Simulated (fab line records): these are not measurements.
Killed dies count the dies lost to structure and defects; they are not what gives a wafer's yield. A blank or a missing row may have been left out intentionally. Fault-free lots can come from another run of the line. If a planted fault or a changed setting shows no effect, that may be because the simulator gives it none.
What tool caused it? || flow sfqLine || 15 lots with 43 wafers sampled at 6 steps, on a route of 325 steps

WHAT THE GAUGES SHOWED, per wafer
SFQ_INCOMING_BOW_MEAS_900.
{"lot": "L171", "measured": "day 1 10:04", "on": "filmMetro-04", "INCOMING_BOW (um)": "0 0 0"}
{"lot": "L172", "measured": "day 1 15:00", "on": "filmMetro-04", "INCOMING_BOW (um)": "4 -1 3"}
{"lot": "L173", "measured": "day 1 20:00", "on": "filmMetro-04", "INCOMING_BOW (um)": "1 10 -4"}
{"lot": "L176", "measured": "day 2 11:02", "on": "filmMetro-04", "INCOMING_BOW (um)": "-3 -1 -7"}
{"lot": "L177", "measured": "day 2 16:00", "on": "filmMetro-04", "INCOMING_BOW (um)": "-7 4 -6"}
{"lot": "L178", "measured": "day 2 21:00", "on": "filmMetro-01", "INCOMING_BOW (um)": "-5 -14 -9"}
{"lot": "L179", "measured": "day 3 02:01", "on": "filmMetro-01", "INCOMING_BOW (um)": "-1 -1 -7"}
{"lot": "L181", "measured": "day 3 12:00", "on": "filmMetro-04", "INCOMING_BOW (um)": "-3 3 4"}
{"lot": "L182", "measured": "day 3 17:01", "on": "filmMetro-04", "INCOMING_BOW (um)": 7}
{"lot": "L183", "measured": "day 3 22:01", "on": "filmMetro-03", "INCOMING_BOW (um)": "4 6 -8"}
{"lot": "L187", "measured": "day 4 18:01", "on": "filmMetro-04", "INCOMING_BOW (um)": "-10 3 6"}
{"lot": "L191", "measured": "day 5 14:00", "on": "filmMetro-03", "INCOMING_BOW (um)": "-5 3 12"}
{"lot": "L192", "measured": "day 5 19:01", "on": "filmMetro-03", "INCOMING_BOW (um)": "-4 7 -3"}
{"lot": "L193", "measured": "day 6 00:01", "on": "filmMetro-01", "INCOMING_BOW (um)": "-11 6 6"}
{"lot": "L194", "measured": "day 6 05:00", "on": "filmMetro-03", "INCOMING_BOW (um)": "-2 -7 0"}

SFQ_M0_RS_MEAS_904: a four-point-probe measurement.
{"lot": "L171", "measured": "day 7 15:30", "on": "filmMetro-03", "M0_NB_RS (ohm/sq)": "0.895 0.912 0.897"}
{"lot": "L172", "measured": "day 7 23:23", "on": "filmMetro-02", "M0_NB_RS (ohm/sq)": "0.889 0.893 0.889"}
{"lot": "L173", "measured": "day 8 08:59", "on": "filmMetro-03", "M0_NB_RS (ohm/sq)": "0.889 0.892 0.888"}
{"lot": "L176", "measured": "day 9 09:09", "on": "filmMetro-03", "M0_NB_RS (ohm/sq)": "0.878 0.882 0.881"}
{"lot": "L177", "measured": "day 9 23:31", "on": "filmMetro-03", "M0_NB_RS (ohm/sq)": "0.890 0.891 0.880"}
{"lot": "L178", "measured": "day 10 06:01", "on": "filmMetro-02", "M0_NB_RS (ohm/sq)": "0.878 0.882 0.960"}
{"lot": "L179", "measured": "day 10 12:08", "on": "filmMetro-01", "M0_NB_RS (ohm/sq)": "0.865 0.870 0.945"}
{"lot": "L181", "measured": "day 11 01:19", "on": "filmMetro-02", "M0_NB_RS (ohm/sq)": "0.974 0.897 0.888"}
{"lot": "L182", "measured": "day 11 09:44", "on": "filmMetro-02", "M0_NB_RS (ohm/sq)": 0.901}
{"lot": "L183", "measured": "day 11 12:44", "on": "filmMetro-01", "M0_NB_RS (ohm/sq)": "0.893 0.879 0.883"}
{"lot": "L187", "measured": "day 12 19:37", "on": "filmMetro-03", "M0_NB_RS (ohm/sq)": "0.877 0.876 0.879"}
{"lot": "L191", "measured": "day 13 19:36", "on": "filmMetro-03", "M0_NB_RS (ohm/sq)": "0.877 0.873 0.880"}
{"lot": "L192", "measured": "day 14 05:57", "on": "filmMetro-03", "M0_NB_RS (ohm/sq)": "0.889 0.898 0.885"}
{"lot": "L193", "measured": "day 14 15:33", "on": "filmMetro-01", "M0_NB_RS (ohm/sq)": "0.894 0.895 0.895"}
{"lot": "L194", "measured": "day 14 22:15", "on": "filmMetro-03", "M0_NB_RS (ohm/sq)": "0.886 0.882 0.888"}

SFQ_M4_OVL_MEAS_926.
{"lot": "L171", "measured": "day 36 18:20", "on": "overlay-01", "M4_OVL (nm)": "10 1 6"}
{"lot": "L172", "measured": "day 36 19:38", "on": "overlay-01", "M4_OVL (nm)": "2 12 7"}
{"lot": "L173", "measured": "day 39 19:59", "on": "overlay-02", "M4_OVL (nm)": "-9 -11 -11"}
{"lot": "L176", "measured": "day 40 14:25", "on": "overlay-01", "M4_OVL (nm)": "-5 0 -10"}
{"lot": "L177", "measured": "day 45 16:52", "on": "overlay-01", "M4_OVL (nm)": "4 9 10"}
{"lot": "L178", "measured": "day 45 21:34", "on": "overlay-02", "M4_OVL (nm)": "4 4 0"}
{"lot": "L179", "measured": "day 46 18:37", "on": "overlay-02", "M4_OVL (nm)": "-1 -3 7"}
{"lot": "L181", "measured": "day 47 19:50", "on": "overlay-02", "M4_OVL (nm)": "-4 0 1"}
{"lot": "L182", "measured": "day 48 01:15", "on": "overlay-02", "M4_OVL (nm)": -2}
{"lot": "L183", "measured": "day 48 18:26", "on": "overlay-01", "M4_OVL (nm)": "-2 3 4"}
{"lot": "L187", "measured": "day 51 03:17", "on": "overlay-02", "M4_OVL (nm)": "15 7 16"}
{"lot": "L191", "measured": "day 51 13:31", "on": "overlay-01", "M4_OVL (nm)": "3 1 2"}
{"lot": "L192", "measured": "day 51 18:41", "on": "overlay-01", "M4_OVL (nm)": "-2 2 0"}
{"lot": "L193", "measured": "day 52 02:05", "on": "overlay-02", "M4_OVL (nm)": "6 9 2"}
{"lot": "L194", "measured": "day 52 05:00", "on": "overlay-01", "M4_OVL (nm)": "-3 -5 -8"}

WHAT TOOL EACH LOT RAN ON (gives the tool, then ch and the chambers of the sampled wafers, and finally the start)
{"lot": "L171", "SFQ_TRILAYER_L0_VIA_STRIP_STRIP_017": "rieMetal-03 ch 0,1, day 7 14:45", "SFQ_TRILAYER_M0_DEP_SPUTTER_019": "pvdSputter-06, day 7 15:21", "SFQ_TRILAYER_M0_ETCH_METAL_ETCH_024": "rieMetal-03 ch 0,1, day 11 21:08"}
{"lot": "L172", "SFQ_TRILAYER_L0_VIA_STRIP_STRIP_017": "rieMetal-03 ch 0,1, day 7 22:30", "SFQ_TRILAYER_M0_DEP_SPUTTER_019": "pvdSputter-04, day 7 23:18", "SFQ_TRILAYER_M0_ETCH_METAL_ETCH_024": "rieMetal-01 ch 0,1, day 12 05:29"}
{"lot": "L173", "SFQ_TRILAYER_L0_VIA_STRIP_STRIP_017": "rieMetal-02 ch 0,1, day 8 08:06", "SFQ_TRILAYER_M0_DEP_SPUTTER_019": "pvdSputter-04, day 8 08:54", "SFQ_TRILAYER_M0_ETCH_METAL_ETCH_024": "rieMetal-02 ch 0,1, day 12 21:05"}
{"lot": "L176", "SFQ_TRILAYER_L0_VIA_STRIP_STRIP_017": "rieMetal-04 ch 0,1, day 9 08:25", "SFQ_TRILAYER_M0_DEP_SPUTTER_019": "pvdSputter-04, day 9 09:01", "SFQ_TRILAYER_M0_ETCH_METAL_ETCH_024": "rieMetal-03 ch 0,1, day 13 13:56"}
{"lot": "L177", "SFQ_TRILAYER_L0_VIA_STRIP_STRIP_017": "rieMetal-02 ch 0,1, day 9 22:37", "SFQ_TRILAYER_M0_DEP_SPUTTER_019": "pvdSputter-04, day 9 23:25", "SFQ_TRILAYER_M0_ETCH_METAL_ETCH_024": "rieMetal-03 ch 0, day 14 06:49"}
{"lot": "L178", "SFQ_TRILAYER_L0_VIA_STRIP_STRIP_017": "rieMetal-02 ch 0,1, day 10 05:07", "SFQ_TRILAYER_M0_DEP_SPUTTER_019": "pvdSputter-04, day 10 05:55", "SFQ_TRILAYER_M0_ETCH_METAL_ETCH_024": "rieMetal-03 ch 0,1, day 14 16:29"}
{"lot": "L179", "SFQ_TRILAYER_L0_VIA_STRIP_STRIP_017": "rieMetal-02 ch 0,1, day 10 11:13", "SFQ_TRILAYER_M0_DEP_SPUTTER_019": "pvdSputter-04, day 10 12:01", "SFQ_TRILAYER_M0_ETCH_METAL_ETCH_024": "rieMetal-01 ch 0,1, day 15 02:08"}
{"lot": "L181", "SFQ_TRILAYER_L0_VIA_STRIP_STRIP_017": "rieMetal-03 ch 0,1, day 11 00:25", "SFQ_TRILAYER_M0_DEP_SPUTTER_019": "pvdSputter-04, day 11 01:13", "SFQ_TRILAYER_M0_ETCH_METAL_ETCH_024": "rieMetal-01 ch 0,1, day 15 16:32"}
{"lot": "L182", "SFQ_TRILAYER_L0_VIA_STRIP_STRIP_017": "rieMetal-03 ch 0, day 11 08:49", "SFQ_TRILAYER_M0_DEP_SPUTTER_019": "pvdSputter-04, day 11 09:37", "SFQ_TRILAYER_M0_ETCH_METAL_ETCH_024": "rieMetal-02 ch 0, day 16 03:20"}
{"lot": "L183", "SFQ_TRILAYER_L0_VIA_STRIP_STRIP_017": "rieMetal-02 ch 1, day 11 11:25", "SFQ_TRILAYER_M0_DEP_SPUTTER_019": "pvdSputter-03, day 11 12:37", "SFQ_TRILAYER_M0_ETCH_METAL_ETCH_024": "rieMetal-03 ch 0,1, day 16 10:13"}
{"lot": "L187", "SFQ_TRILAYER_L0_VIA_STRIP_STRIP_017": "rieMetal-03 ch 1, day 12 18:43", "SFQ_TRILAYER_M0_DEP_SPUTTER_019": "pvdSputter-03, day 12 19:31", "SFQ_TRILAYER_M0_ETCH_METAL_ETCH_024": "rieMetal-01 ch 1, day 18 01:38"}
{"lot": "L191", "SFQ_TRILAYER_L0_VIA_STRIP_STRIP_017": "rieMetal-03 ch 0,1, day 13 18:43", "SFQ_TRILAYER_M0_DEP_SPUTTER_019": "pvdSputter-04, day 13 19:31", "SFQ_TRILAYER_M0_ETCH_METAL_ETCH_024": "rieMetal-03 ch 1, day 19 09:38"}
{"lot": "L192", "SFQ_TRILAYER_L0_VIA_STRIP_STRIP_017": "rieMetal-04 ch 0, day 14 04:38", "SFQ_TRILAYER_M0_DEP_SPUTTER_019": "pvdSputter-03, day 14 05:50", "SFQ_TRILAYER_M0_ETCH_METAL_ETCH_024": "rieMetal-01 ch 0,1, day 19 22:50"}
{"lot": "L193", "SFQ_TRILAYER_L0_VIA_STRIP_STRIP_017": "rieMetal-04 ch 0, day 14 14:14", "SFQ_TRILAYER_M0_DEP_SPUTTER_019": "pvdSputter-04, day 14 15:26", "SFQ_TRILAYER_M0_ETCH_METAL_ETCH_024": "rieMetal-01 ch 0, day 20 07:14"}
{"lot": "L194", "SFQ_TRILAYER_L0_VIA_STRIP_STRIP_017": "rieMetal-02 ch 0,1, day 14 21:22", "SFQ_TRILAYER_M0_DEP_SPUTTER_019": "pvdSputter-03, day 14 22:10", "SFQ_TRILAYER_M0_ETCH_METAL_ETCH_024": "rieMetal-03 ch 0,1, day 20 16:50"}
- SFQ_TRILAYER_L0_VIA_STRIP_STRIP_017: strips in O2.
- SFQ_TRILAYER_M0_DEP_SPUTTER_019: material Nb, target thk 200 nm, time 133.3 s.
- SFQ_TRILAYER_M0_ETCH_METAL_ETCH_024: etches Nb in Cl2/Ar, stops on SiO2, target depth 240 nm, time 120 s.

WHAT THE TOOLS THEMSELVES READ (means of the sampled wafers that have a number; where no wafer has one, the mark that the record gives instead)
SFQ_TRILAYER_L0_VIA_STRIP_STRIP_017.
{"lot": "L171", "tool": "rieMetal-03", "drypumpMotorCurrentA (A)": 5.2, "oesProductAu (a.u.)": 1.016}
{"lot": "L172", "tool": "rieMetal-03", "drypumpMotorCurrentA (A)": 5.2, "oesProductAu (a.u.)": 1.008}
{"lot": "L173", "tool": "rieMetal-02", "drypumpMotorCurrentA (A)": 5.7, "oesProductAu (a.u.)": 1.008}
{"lot": "L176", "tool": "rieMetal-04", "drypumpMotorCurrentA (A)": 5.6, "oesProductAu (a.u.)": 0.997}
{"lot": "L177", "tool": "rieMetal-02", "drypumpMotorCurrentA (A)": 5.6, "oesProductAu (a.u.)": 1.012}
{"lot": "L178", "tool": "rieMetal-02", "drypumpMotorCurrentA (A)": 5.7, "oesProductAu (a.u.)": 0.997}
{"lot": "L179", "tool": "rieMetal-02", "drypumpMotorCurrentA (A)": 5.6, "oesProductAu (a.u.)": 1.007}
{"lot": "L181", "tool": "rieMetal-03", "drypumpMotorCurrentA (A)": 5.7, "oesProductAu (a.u.)": 1.009}
{"lot": "L182", "tool": "rieMetal-03", "drypumpMotorCurrentA (A)": 6.1, "oesProductAu (a.u.)": 1.016}
{"lot": "L183", "tool": "rieMetal-02", "drypumpMotorCurrentA (A)": 5.8, "oesProductAu (a.u.)": 1.000}
{"lot": "L187", "tool": "rieMetal-03", "drypumpMotorCurrentA (A)": 4.8, "oesProductAu (a.u.)": 1.009}
{"lot": "L191", "tool": "rieMetal-03", "drypumpMotorCurrentA (A)": 5.2, "oesProductAu (a.u.)": 1.000}
{"lot": "L192", "tool": "rieMetal-04", "drypumpMotorCurrentA (A)": 5.6, "oesProductAu (a.u.)": 0.994}
{"lot": "L193", "tool": "rieMetal-04", "drypumpMotorCurrentA (A)": 5.6, "oesProductAu (a.u.)": 0.995}
{"lot": "L194", "tool": "rieMetal-02", "drypumpMotorCurrentA (A)": 5.7, "oesProductAu (a.u.)": 1.005}

SFQ_TRILAYER_M0_DEP_SPUTTER_019.
{"lot": "L171", "tool": "pvdSputter-06", "throttleValvePct (%)": 30.4}
{"lot": "L172", "tool": "pvdSputter-04", "throttleValvePct (%)": 29.7}
{"lot": "L173", "tool": "pvdSputter-04", "throttleValvePct (%)": 30.3}
{"lot": "L176", "tool": "pvdSputter-04", "throttleValvePct (%)": 29.6}
{"lot": "L177", "tool": "pvdSputter-04", "throttleValvePct (%)": 29.6}
{"lot": "L178", "tool": "pvdSputter-04", "throttleValvePct (%)": 29.9}
{"lot": "L179", "tool": "pvdSputter-04", "throttleValvePct (%)": 30.2}
{"lot": "L181", "tool": "pvdSputter-04", "throttleValvePct (%)": 30.1}
{"lot": "L182", "tool": "pvdSputter-04", "throttleValvePct (%)": 29.2}
{"lot": "L183", "tool": "pvdSputter-03", "throttleValvePct (%)": 30.8}
{"lot": "L187", "tool": "pvdSputter-03", "throttleValvePct (%)": 30.5}
{"lot": "L191", "tool": "pvdSputter-04", "throttleValvePct (%)": 30.0}
{"lot": "L192", "tool": "pvdSputter-03", "throttleValvePct (%)": 30.8}
{"lot": "L193", "tool": "pvdSputter-04", "throttleValvePct (%)": 30.5}
{"lot": "L194", "tool": "pvdSputter-03", "throttleValvePct (%)": 30.6}

SFQ_TRILAYER_M0_ETCH_METAL_ETCH_024.
{"lot": "L171", "tool": "rieMetal-03", "biasW (W)": 79.64, "drypumpMotorCurrentA (A)": 5.3, "oesProductAu (a.u.)": 0.892, "rfFwdPowerW (W)": 595.8}
{"lot": "L172", "tool": "rieMetal-01", "biasW (W)": 80.14, "drypumpMotorCurrentA (A)": 5.7, "oesProductAu (a.u.)": 0.896, "rfFwdPowerW (W)": 596.1}
{"lot": "L173", "tool": "rieMetal-02", "biasW (W)": 79.76, "drypumpMotorCurrentA (A)": 5.7, "oesProductAu (a.u.)": 0.894, "rfFwdPowerW (W)": 597.7}
{"lot": "L176", "tool": "rieMetal-03", "biasW (W)": 80.12, "drypumpMotorCurrentA (A)": 5.2, "oesProductAu (a.u.)": 0.898, "rfFwdPowerW (W)": 598.7}
{"lot": "L177", "tool": "rieMetal-03", "biasW (W)": 80.10, "drypumpMotorCurrentA (A)": 6.1, "oesProductAu (a.u.)": 0.899, "rfFwdPowerW (W)": 595.1}
{"lot": "L178", "tool": "rieMetal-03", "biasW (W)": 79.88, "drypumpMotorCurrentA (A)": 5.2, "oesProductAu (a.u.)": 0.888, "rfFwdPowerW (W)": 597.7}
{"lot": "L179", "tool": "rieMetal-01", "biasW (W)": 80.00, "drypumpMotorCurrentA (A)": 5.5, "oesProductAu (a.u.)": 0.894, "rfFwdPowerW (W)": 597.7}
{"lot": "L181", "tool": "rieMetal-01", "biasW (W)": 80.20, "drypumpMotorCurrentA (A)": 5.5, "oesProductAu (a.u.)": 0.877, "rfFwdPowerW (W)": 596.1}
{"lot": "L182", "tool": "rieMetal-02", "biasW (W)": 79.74, "drypumpMotorCurrentA (A)": 5.6, "oesProductAu (a.u.)": 0.885, "rfFwdPowerW (W)": 596.2}
{"lot": "L183", "tool": "rieMetal-03", "biasW (W)": 79.85, "drypumpMotorCurrentA (A)": 5.7, "oesProductAu (a.u.)": 0.896, "rfFwdPowerW (W)": 595.2}
{"lot": "L187", "tool": "rieMetal-01", "biasW (W)": 79.97, "drypumpMotorCurrentA (A)": 6.0, "oesProductAu (a.u.)": 0.894, "rfFwdPowerW (W)": 600.0}
{"lot": "L191", "tool": "rieMetal-03", "biasW (W)": 80.05, "drypumpMotorCurrentA (A)": 4.8, "oesProductAu (a.u.)": 0.898, "rfFwdPowerW (W)": 597.4}
{"lot": "L192", "tool": "rieMetal-01", "biasW (W)": 80.06, "drypumpMotorCurrentA (A)": 5.5, "oesProductAu (a.u.)": 0.891, "rfFwdPowerW (W)": 596.0}
{"lot": "L193", "tool": "rieMetal-01", "biasW (W)": 79.80, "drypumpMotorCurrentA (A)": 5.2, "oesProductAu (a.u.)": 0.889, "rfFwdPowerW (W)": 595.2}
{"lot": "L194", "tool": "rieMetal-03", "biasW (W)": 79.90, "drypumpMotorCurrentA (A)": 5.7, "oesProductAu (a.u.)": 0.894, "rfFwdPowerW (W)": 597.7}

THE ANSWER, worked out from the rows above alone
Rule: what is usual is taken from the lots themselves. The widest of any qualifying gaps counts: lots, ordered by their means at a reading, are off when they make up no more than a third of the lots, leave a main group of 4 or more, and stand apart from it by 3 or more times the standard deviation of that group's means. A main group whose means are all the same, to the digits that the tables above print for the reading, isn't used. Also off: a lot with no number at a reading for which 4 or more lots have one. The other lots that the step has rows for count as sound. The gauges are gone through in route order, then the tools' own readings, and for those a lot's mean is taken as printed above. The first step at which some lot is off is used, and at that step the reading that is off furthest; a lot without a number counts as furthest.
No lot is off on any of the readings shown, so nothing can be concluded from this.

WHAT HAD BEEN PUT IN BY THE SIMULATOR
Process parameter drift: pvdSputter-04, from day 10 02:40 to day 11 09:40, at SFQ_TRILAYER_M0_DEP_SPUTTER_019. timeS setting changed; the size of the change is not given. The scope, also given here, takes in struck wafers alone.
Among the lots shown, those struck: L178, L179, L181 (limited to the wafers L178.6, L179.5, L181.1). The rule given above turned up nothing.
